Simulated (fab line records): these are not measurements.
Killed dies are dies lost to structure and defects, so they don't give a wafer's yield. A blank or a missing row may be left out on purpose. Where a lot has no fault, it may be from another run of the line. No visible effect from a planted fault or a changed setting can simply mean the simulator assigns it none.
Which tool was responsible? ; flow gf180mcu ; route of 602 steps, sampled at 1 step: 7 lots, 21 wafers

## WHAT THE GAUGES SHOWED, per wafer
GF_STI_BOW_MEAS_00.
lot;measured;on;INCOMING_BOW (um)
L714;day 1 20:01;film_metro-01;9 -5 3
L717;day 2 11:02;film_metro-01;5 -1 1
L720;day 3 02:00;film_metro-04;-11 -7 -2
L722;day 3 12:00;film_metro-04;7 -2 0
L730;day 5 04:00;film_metro-02;-5 -13 1
L732;day 5 14:02;film_metro-04;1 -11 -8
L735;day 6 05:01;film_metro-01;-4 -9 -20

## EACH LOT AND THE TOOL THAT RAN IT (in order: tool; ch and the chambers of the sampled wafers; start)
There is no process step in the record ahead of these readings.

## THE ANSWER, worked out from the rows above alone
Rule: the lots themselves supply what counts as usual. Put in order of their means at a reading, lots are off if they are a third of the lots or fewer, leave a main group of 4 or more, and stand apart from it by a gap of 3 or more times the standard deviation of the main group's means; of several such gaps the widest counts. The tables above print the reading to a certain number of digits; a main group whose means all agree to those digits is not used. Also off: a lot with no number at a reading for which 4 or more lots have one. All remaining lots with rows at the step are treated as sound.
Across all readings shown, no lot is off: no conclusion can be drawn from this.

## WHAT THE SIMULATOR HAD INSERTED
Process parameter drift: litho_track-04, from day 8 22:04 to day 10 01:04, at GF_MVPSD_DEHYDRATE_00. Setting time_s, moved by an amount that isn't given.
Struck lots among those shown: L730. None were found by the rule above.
